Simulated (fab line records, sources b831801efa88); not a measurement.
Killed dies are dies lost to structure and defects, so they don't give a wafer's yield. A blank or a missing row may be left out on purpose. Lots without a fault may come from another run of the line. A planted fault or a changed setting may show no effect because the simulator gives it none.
Problem report in the 8D (eight disciplines) form, filled by code | flow sky130 | the parts of the form that need people (team, actions taken, sign-off) are left out

1. THE PROBLEM
killed_at_M4_up at SKY_PAD_OPEN_PROBE_99 reads a mean of 31.0 on 2 wafers of 2 lots; wafers without a fault read 3.3 with a standard deviation of 2. That is +14 standard deviations from the usual mean.
First seen on wafer L340.4, day 48 13:32, on prober-01. The record holds 6 wafers of 2 lots with a number at this step. Rule for "out", or "out of limits": more than 4 standard deviations from the usual mean. The other wafers with a number count as sound.

2. WHAT IT IS AND WHAT IT IS NOT
question                    | is                | is not
which readings at this step | killed_at_M4_up   | killed_at_M0_to_M3, killed_at_contacts, killed_at_front_end, killed_at_other, killed_open, killed_short, sort_bin_6_memory
which lots                  | L340, L342        | -
which wafers of those lots  | L340.4, L342.5    | L340.3, L340.5, L342.3, L342.6
read on which tools         | prober-01         | -
when                        | from day 48 13:32 | up to then (1 sound wafer); but 3 sound wafers of L340, L342 came after

3. SUSPECTS, AND WHAT RULES EACH OUT
Counting: a tool at a process step up to the reading stays a suspect if it ran every lot that is out. Sound lots after the first of them don't rule it out here, since some wafers of a struck lot are sound.
- pvd_sputter-03 at SKY_METAL4_SPUTTER_04 (material TiN, target thk 70 nm, time 58.3 s): kept. It ran every lot that is out, first L340 (day 42 23:53).
- pvd_sputter-01 at SKY_METAL5_SPUTTER_01 (material TiN, target thk 20 nm, time 16.7 s): kept. It ran every lot that is out, first L340 (day 45 20:33).
- prober-01 at SKY_PAD_OPEN_PROBE_99: kept. It ran every lot that is out, first L340 (day 48 13:29). Its own readings are out on those wafers: killed_at_M4_up.
Left after counting: pvd_sputter-03 at SKY_METAL4_SPUTTER_04, pvd_sputter-01 at SKY_METAL5_SPUTTER_01, prober-01 at SKY_PAD_OPEN_PROBE_99.

4. THE CAUSE (what the simulator had put in)
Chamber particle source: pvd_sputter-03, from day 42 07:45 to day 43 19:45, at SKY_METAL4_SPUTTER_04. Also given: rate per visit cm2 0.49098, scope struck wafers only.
Counting left 3 suspects, and this tool is among them.

5. THE CHAIN OF EFFECTS, in route order
Each row: a reading whose mean over the struck wafers that have a number lies more than 3 standard deviations from the usual. Only readings for which the record gives a usual standard deviation are gone through. hours: the time from each lot's start at the first step in this table that gives one to its start at this step, as a median over the lots. sigmas: the change in usual standard deviations.
hours | step                  | reading              | usual  | on struck wafers | change | sigmas
0     | SKY_PAD_OPEN_PROBE_99 | defect_limited_yield | 82.3 % | 75.7             | -6.6   | -3.5
0     | SKY_PAD_OPEN_PROBE_99 | killed_at_M4_up      | 3.3    | 31.0             | +27.7  | +14
0     | SKY_PAD_OPEN_PROBE_99 | killed_dies          | 87     | 120              | +32    | +3.5
0     | SKY_PAD_OPEN_PROBE_99 | sort_bin_3_pad_short | 0.9 %  | 2.3              | +1.4   | +3.3
0     | SKY_PAD_OPEN_PROBE_99 | sort_bin_5_function  | 10.4 % | 15.2             | +4.8   | +3.5
0     | SKY_PAD_OPEN_PROBE_99 | sort_n_pass          | 405    | 372              | -32    | -3.5
0     | SKY_PAD_OPEN_PROBE_99 | sort_yield_pct       | 82.3 % | 75.7             | -6.6   | -3.5
The process steps in it:
- SKY_PAD_OPEN_PROBE_99

6. WHAT WOULD HAVE CAUGHT IT SOONER
In this record the first reading out of limits was taken at day 48 13:32, 150 hours after the fault began at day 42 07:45.
Of the tool readings at SKY_METAL4_SPUTTER_04 for which the record gives a usual standard deviation, none was out on any struck wafer, so an alarm limit of 4 standard deviations on them would not have fired.
All the lots that are out (2) had begun SKY_METAL4_SPUTTER_04 on pvd_sputter-03 by day 48 13:32. A hold on the tool at that time would have spared none of them.
